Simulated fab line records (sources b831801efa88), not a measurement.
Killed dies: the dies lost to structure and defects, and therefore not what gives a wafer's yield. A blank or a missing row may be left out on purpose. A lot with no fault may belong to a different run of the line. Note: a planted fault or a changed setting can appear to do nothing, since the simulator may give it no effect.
fab line records	flow gf180mcu
record lots=12	wafers=36	lastDay=34
route steps=602 shown STI@5 PSD@261 NSD@262 V2@398 V3@431
lots untouched by any fault: they come from a run of this same line in which no faults occurred
startH: start of the lot's first displayed wafer, in hours after the record's first day	waitH: time in hours since the lot's previous step	" same as the row above	L1.1+2: a single row standing in for several wafers	- no value present, or no start provided	* or withheld: withheld	< > ~ a bound
route shown NAME@n: NAME is a module with steps in the file, n the number in the route of the first one	usual: mean/standard deviation of fault-free wafers	same: alike in all rows	chamber/n: place in a boat	sites: each site's reading	_std_site: their standard deviation	_edge_site: inner sites' mean taken away from outer sites' mean	radiusMm: for every site, how far away it sits from the centre of the wafer	mask NAME#n: copy n	behind: tool/chamber where the wafer was last shaped	hold: reason for holding the lot/hours on hold/outcome of the hold	device: transistor that didn't switch, given as n, p or np	end of line: at the end of the route, the tests of the same wafers	a step without rows: its recipe alone	killed: dies that structure and defects cost at the first sort, which is not the same as the wafer's yield	map: dies across one wafer; x = killed, . = not, _ = none there
set.NAME: the run value of the setting; set.NAME@STEP: its run value at that earlier step	model.NAME: the simulator's own value behind a step, which no gauge read
steps of the route over a sample of lots; a table a step, a row a wafer
services: when a tool's chamber went out of use (startH, in hours from the record's first day, below 0 if earlier), for how many hours, and the reason
## steps
# step GF_STI_THK_MEAS_04
# recipe reads=Si3N4_of_STI_CVD_03
# usual STI_CVD_03_THK=205.8/1.6
lot.wafer	tool	chamber	startH	waitH	STI_CVD_03_THK[nm]
L522.2	filmMetro-01	-	18.57	0.0	209.3
L522.4	"	-	"	"	207.4
L522.6	"	-	"	"	208.2
L524.1	filmMetro-03	-	28.56	0.0	206.2
L524.2	"	-	"	"	205.9
L524.5	"	-	"	"	205.4
L525.2	filmMetro-03	-	34.98	0.0	203.9
L525.3	"	-	"	"	204.9
L525.5	"	-	"	"	206.0
L527.3	filmMetro-01	-	43.70	0.0	204.0
L527.4	"	-	"	"	205.6
L527.6	"	-	"	"	204.7
L533.1	filmMetro-01	-	73.56	0.0	203.8
L533.2	"	-	"	"	205.3
L533.4	"	-	"	"	205.0
L535.1	filmMetro-03	-	83.56	0.0	204.1
L535.3	"	-	"	"	205.4
L535.4	"	-	"	"	203.7
L536.1	filmMetro-04	-	88.56	0.0	204.6
L536.2	"	-	"	"	206.0
L536.5	"	-	"	"	207.2
L537.2	filmMetro-03	-	93.57	0.0	204.2
L537.5	"	-	"	"	204.3
L537.6	"	-	"	"	205.3
L539.4	filmMetro-04	-	103.67	0.1	207.2
L539.5	"	-	"	"	208.1
L539.6	"	-	"	"	208.5
L540.2	filmMetro-03	-	111.17	0.0	205.7
L540.3	"	-	"	"	206.4
L540.6	"	-	"	"	207.1
L542.2	filmMetro-01	-	118.68	0.0	206.3
L542.3	"	-	"	"	205.0
L542.6	"	-	"	"	206.1
L543.3	filmMetro-03	-	124.03	0.0	207.0
L543.5	"	-	"	"	207.4
L543.6	"	-	"	"	208.1
# step GF_PSD_RTA_13
# recipe tempC=1025	timeS=20	ambient=N2
# usual lampPowerPct=34.7/1.9	wafer_temp_C_max=1028.1/0.68
lot.wafer	tool	chamber	startH	waitH	lampPowerPct	wafer_temp_C_max
L522.2	rtpAnneal-01	0	326.21	0.0	36.0	1027.6
L522.4	"	0	"	"	36.0	1027.7
L522.6	"	0	"	"	36.0	1026.9
L524.1	rtpAnneal-01	0	339.81	0.0	40.1	1071.4
L524.2	"	0	"	"	40.2	1069.8
L524.5	"	0	"	"	40.1	1069.8
L525.2	rtpAnneal-01	0	360.56	0.0	40.1	1069.8
L525.3	"	0	"	"	40.1	1069.8
L525.5	"	0	"	"	40.2	1070.9
L527.3	rtpAnneal-01	0	374.13	0.0	40.2	1069.7
L527.4	"	0	"	"	40.1	1070.4
L527.6	"	0	"	"	40.2	1070.2
L533.1	rtpAnneal-01	0	443.69	0.0	36.0	1027.9
L533.2	"	0	"	"	36.0	1027.9
L533.4	"	0	"	"	36.0	1027.7
L535.1	rtpAnneal-01	0	451.26	0.0	36.0	1029.2
L535.3	"	0	"	"	35.9	1028.3
L535.4	"	0	"	"	36.0	1028.5
L536.1	rtpAnneal-02	0	451.51	0.0	32.0	1028.2
L536.2	"	0	"	"	32.0	1027.3
L536.5	"	0	"	"	32.0	1028.6
L537.2	rtpAnneal-01	0	466.06	0.0	35.9	1028.9
L537.5	"	0	"	"	36.0	1028.6
L537.6	"	0	"	"	36.0	1028.1
L539.4	rtpAnneal-01	0	472.36	0.0	36.0	1027.5
L539.5	"	0	"	"	36.0	1029.0
L539.6	"	0	"	"	36.0	1026.9
L540.2	rtpAnneal-02	0	482.41	0.0	32.0	1028.5
L540.3	"	0	"	"	32.0	1027.5
L540.6	"	0	"	"	32.0	1029.0
L542.2	rtpAnneal-01	0	498.06	0.0	36.0	1028.5
L542.3	"	0	"	"	36.0	1028.2
L542.6	"	0	"	"	36.0	1028.0
L543.3	rtpAnneal-02	0	511.03	0.0	32.1	1027.2
L543.5	"	0	"	"	32.0	1029.3
L543.6	"	0	"	"	32.0	1028.2
# step GF_PSD_RS_MEAS_14
# recipe thkMeasGauge=four-point-probe
# usual NSD_RS=46.14/0.089
lot.wafer	tool	chamber	startH	waitH	NSD_RS[ohm/sq]
L522.2	filmMetro-02	-	326.30	0.1	46.21
L522.4	"	-	"	"	46.25
L522.6	"	-	"	"	46.29
L524.1	filmMetro-01	-	339.89	0.1	39.95
L524.2	"	-	"	"	39.96
L524.5	"	-	"	"	40.05
L525.2	filmMetro-01	-	360.65	0.1	39.95
L525.3	"	-	"	"	40.06
L525.5	"	-	"	"	39.98
L527.3	filmMetro-01	-	374.23	0.1	39.85
L527.4	"	-	"	"	39.90
L527.6	"	-	"	"	39.93
L533.1	filmMetro-04	-	443.86	0.1	46.08
L533.2	"	-	"	"	46.04
L533.4	"	-	"	"	45.97
L535.1	filmMetro-02	-	451.34	0.1	46.20
L535.3	"	-	"	"	46.24
L535.4	"	-	"	"	46.24
L536.1	filmMetro-01	-	451.59	0.1	46.03
L536.2	"	-	"	"	46.03
L536.5	"	-	"	"	46.10
L537.2	filmMetro-02	-	466.15	0.1	46.35
L537.5	"	-	"	"	46.32
L537.6	"	-	"	"	46.31
L539.4	filmMetro-04	-	472.46	0.1	46.09
L539.5	"	-	"	"	46.19
L539.6	"	-	"	"	45.96
L540.2	filmMetro-02	-	482.50	0.1	46.23
L540.3	"	-	"	"	46.01
L540.6	"	-	"	"	46.20
L542.2	filmMetro-02	-	498.15	0.1	46.17
L542.3	"	-	"	"	46.19
L542.6	"	-	"	"	46.20
L543.3	filmMetro-01	-	511.13	0.1	46.14
L543.5	"	-	"	"	46.05
L543.6	"	-	"	"	46.18
# step GF_PSD_RS_MEAS_15
# recipe thkMeasGauge=four-point-probe
# usual PSD_RS=108.62/0.29
lot.wafer	tool	chamber	startH	waitH	PSD_RS[ohm/sq]
L522.2	filmMetro-02	-	326.42	0.1	108.68
L522.4	"	-	"	"	108.99
L522.6	"	-	"	"	109.07
L524.1	filmMetro-01	-	340.01	0.1	91.19
L524.2	"	-	"	"	90.79
L524.5	"	-	"	"	91.17
L525.2	filmMetro-01	-	360.77	0.1	90.96
L525.3	"	-	"	"	90.91
L525.5	"	-	"	"	90.70
L527.3	filmMetro-01	-	374.35	0.1	90.70
L527.4	"	-	"	"	91.10
L527.6	"	-	"	"	90.79
L533.1	filmMetro-04	-	443.98	0.1	107.91
L533.2	"	-	"	"	108.00
L533.4	"	-	"	"	108.09
L535.1	filmMetro-02	-	451.46	0.1	108.70
L535.3	"	-	"	"	109.03
L535.4	"	-	"	"	108.51
L536.1	filmMetro-01	-	451.71	0.1	108.14
L536.2	"	-	"	"	108.19
L536.5	"	-	"	"	108.41
L537.2	filmMetro-02	-	466.27	0.1	108.93
L537.5	"	-	"	"	109.29
L537.6	"	-	"	"	109.03
L539.4	filmMetro-04	-	472.58	0.1	108.53
L539.5	"	-	"	"	108.64
L539.6	"	-	"	"	108.18
L540.2	filmMetro-02	-	482.62	0.1	108.76
L540.3	"	-	"	"	109.15
L540.6	"	-	"	"	109.28
L542.2	filmMetro-02	-	498.27	0.1	108.73
L542.3	"	-	"	"	108.66
L542.6	"	-	"	"	108.33
L543.3	filmMetro-01	-	511.25	0.1	108.76
L543.5	"	-	"	"	108.76
L543.6	"	-	"	"	108.60
# step GF_V2_ETCH_16
# recipe chemistry=N2/H2	targetDepthA=withheld	overetchA=withheld	timeS=withheld	target=BARC	ionEnergyEv=200	sourceW=500	biasW=100	pressureMtorr=30	n2FlowSccm=100	h2FlowSccm=200
# usual biasW=100.0/0.32	drypumpMotorCurrentA=5.9/0.49	h2FlowSccm=200.1/0.56	oesProductAu=0.854/0.0046	throttleValvePct=13.224/0.0093
lot.wafer	tool	chamber	startH	waitH	biasW	drypumpMotorCurrentA	h2FlowSccm	oesProductAu	throttleValvePct
L522.2	rieDiel-03	0	473.25	0.0	100.1	6.2	200.4	0.851	13.234
L522.4	"	2	"	"	99.8	5.8	199.9	0.853	13.222
L522.6	"	2	"	"	100.0	5.8	199.2	0.858	13.219
L524.1	rieDiel-01	1	487.45	0.0	100.2	6.3	200.0	0.847	13.242
L524.2	"	2	"	"	100.1	5.4	199.2	0.850	13.225
L524.5	"	3	"	"	99.7	6.4	199.9	0.853	13.186
L525.2	rieDiel-03	2	510.30	0.0	99.5	5.8	200.0	0.856	13.221
L525.3	"	1	"	"	100.7	5.1	200.1	0.859	13.215
L525.5	"	1	"	"	100.3	5.1	199.8	0.854	13.237
L527.3	rieDiel-03	2	525.28	0.0	99.5	5.8	199.1	0.852	13.232
L527.4	"	0	"	"	99.7	6.2	200.4	0.851	13.218
L527.6	"	3	"	"	100.5	6.4	199.8	0.852	13.216
L533.1	rieDiel-01	2	590.35	0.0	100.0	5.3	199.9	0.859	13.218
L533.2	"	1	"	"	100.0	6.3	200.6	0.854	13.222
L533.4	"	3	"	"	100.1	6.5	199.9	0.852	13.214
L535.1	rieDiel-03	1	596.60	0.0	99.8	5.1	200.4	0.860	13.233
L535.3	"	0	"	"	100.4	6.2	200.3	0.858	13.220
L535.4	"	2	"	"	99.6	5.8	200.7	0.849	13.224
L536.1	rieDiel-01	2	597.32	0.0	100.1	5.3	200.1	0.856	13.223
L536.2	"	3	"	"	100.2	6.5	200.2	0.853	13.230
L536.5	"	3	"	"	100.3	6.4	200.1	0.852	13.217
L537.2	rieDiel-01	3	609.50	0.0	100.6	6.5	198.8	0.852	13.221
L537.5	"	0	"	"	100.0	6.2	200.3	0.852	13.243
L537.6	"	1	"	"	100.7	6.2	199.0	0.856	13.208
L539.4	rieDiel-01	3	615.86	0.0	99.9	6.4	199.9	0.859	13.232
L539.5	"	1	"	"	99.6	6.3	200.0	0.857	13.233
L539.6	"	2	"	"	99.7	5.4	199.1	0.853	13.236
L540.2	rieDiel-04	1	624.43	0.0	100.4	4.8	200.1	0.854	13.225
L540.3	"	0	"	"	99.9	6.1	199.8	0.860	13.215
L540.6	"	0	"	"	100.3	6.1	200.1	0.858	13.215
L542.2	rieDiel-01	2	637.21	0.0	100.6	5.3	200.0	0.856	13.229
L542.3	"	3	"	"	100.4	6.5	199.7	0.867	13.234
L542.6	"	2	"	"	100.5	5.3	199.5	0.858	13.215
L543.3	rieDiel-01	1	646.75	0.0	100.1	6.3	199.4	0.859	13.224
L543.5	"	2	"	"	99.9	5.4	199.1	0.861	13.222
L543.6	"	3	"	"	100.4	6.5	199.5	0.859	13.236
# step GF_V3_CVD_02
# recipe material=SiO2	targetThkNm=850	precursor=TEOS	tempC=400	timeS=94.851	rfW=600
# usual heaterPowerW=651/67
lot.wafer	tool	chamber	startH	waitH	heaterPowerW
L522.2	pecvd-03	2	499.86	0.0	726
L522.4	"	2	"	"	563
L522.6	"	1	"	"	558
L524.1	pecvd-04	1	513.98	0.1	746
L524.2	"	2	"	"	552
L524.5	"	0	"	"	737
L525.2	pecvd-03	1	536.21	0.0	681
L525.3	"	0	"	"	652
L525.5	"	0	"	"	695
L527.3	pecvd-03	2	550.05	0.0	612
L527.4	"	1	"	"	681
L527.6	"	2	"	"	668
L533.1	pecvd-04	0	613.77	0.1	719
L533.2	"	2	"	"	640
L533.4	"	2	"	"	523
L535.1	pecvd-04	1	620.15	0.1	678
L535.3	"	2	"	"	599
L535.4	"	2	"	"	624
L536.1	pecvd-03	0	620.35	0.1	589
L536.2	"	1	"	"	672
L536.5	"	0	"	"	661
L537.2	pecvd-01	0	632.48	0.0	652
L537.5	"	2	"	"	640
L537.6	"	1	"	"	446
L539.4	pecvd-04	1	637.76	0.1	614
L539.5	"	2	"	"	641
L539.6	"	0	"	"	760
L540.2	pecvd-01	1	646.76	0.0	495
L540.3	"	0	"	"	635
L540.6	"	0	"	"	676
L542.2	pecvd-04	2	659.84	0.0	652
L542.3	"	0	"	"	730
L542.6	"	2	"	"	523
L543.3	pecvd-04	0	668.56	0.0	727
L543.5	"	2	"	"	666
L543.6	"	1	"	"	618
## services
tool	chamber	startH	hours	kind
pecvd-03	-	314.68	2.8	pm
rieDiel-03	-	335.25	2.1	repair
rieDiel-03	-	342.61	2.8	pm
pecvd-01	-	372.46	1.2	repair
pecvd-01	-	393.70	2.8	pm
pecvd-01	-	406.64	5.5	pm
pecvd-01	-	447.94	0.6	repair
rieDiel-03	1	466.76	1.3	repair
rieDiel-01	-	476.02	1.6	repair
rieDiel-03	-	483.92	14.6	pm
rieDiel-01	3	495.28	12.6	repair
pecvd-01	2	510.60	5.6	repair
pecvd-01	-	516.25	0.2	repair
pecvd-03	0	517.79	8.9	repair
pecvd-04	-	525.57	14.6	pm
rieDiel-01	1	542.34	1.6	repair
rieDiel-03	1	558.63	4.6	repair
rtpAnneal-01	-	564.36	4.6	pm
pecvd-04	0	591.34	11.3	repair
rieDiel-01	-	610.47	2.8	pm
rtpAnneal-02	-	634.25	1.8	pm
rieDiel-01	3	642.65	1.6	repair
pecvd-04	-	657.71	0.5	repair
rieDiel-01	-	667.53	0.8	repair
## key
firstSign step=GF_PSD_RTA_13	reading=wafer_temp_C_max	direction=up	sigmas=62	usual=*	struck=*
effect step=GF_PSD_RTA_13	reading=lampPowerPct	direction=up	sigmas=3	usual=34.7	struck=40.1
effect step=GF_PSD_RS_MEAS_14	reading=NSD_RS	direction=down	sigmas=69	usual=46.14	struck=39.96
effect step=GF_PSD_RS_MEAS_15	reading=PSD_RS	direction=down	sigmas=62	usual=108.62	struck=90.92
metAt GF_PSD_RTA_13
struckLots L524,L525,L527
testerLeftOut L524,L525,L527
notActingAt GF_STI_THK_MEAS_04,GF_V2_ETCH_16,GF_V3_CVD_02
onsetBetween 326.21 339.81
fault kind=processParameterDrift	tool=rtpAnneal-01	chamber=-	onsetH=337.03	steps=GF_PSD_RTA_13	channel=tempC	offset=*	shape=step	endH=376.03	actsIn=*	stated=*
# testerLeftOut: of these lots the tester's yield and bins aren't shown, on N5 and GAA mostly nor the transistor test; their killed dies are dies lost to structure and defects alone, not to doping, threshold or leakage, so they don't give the yield
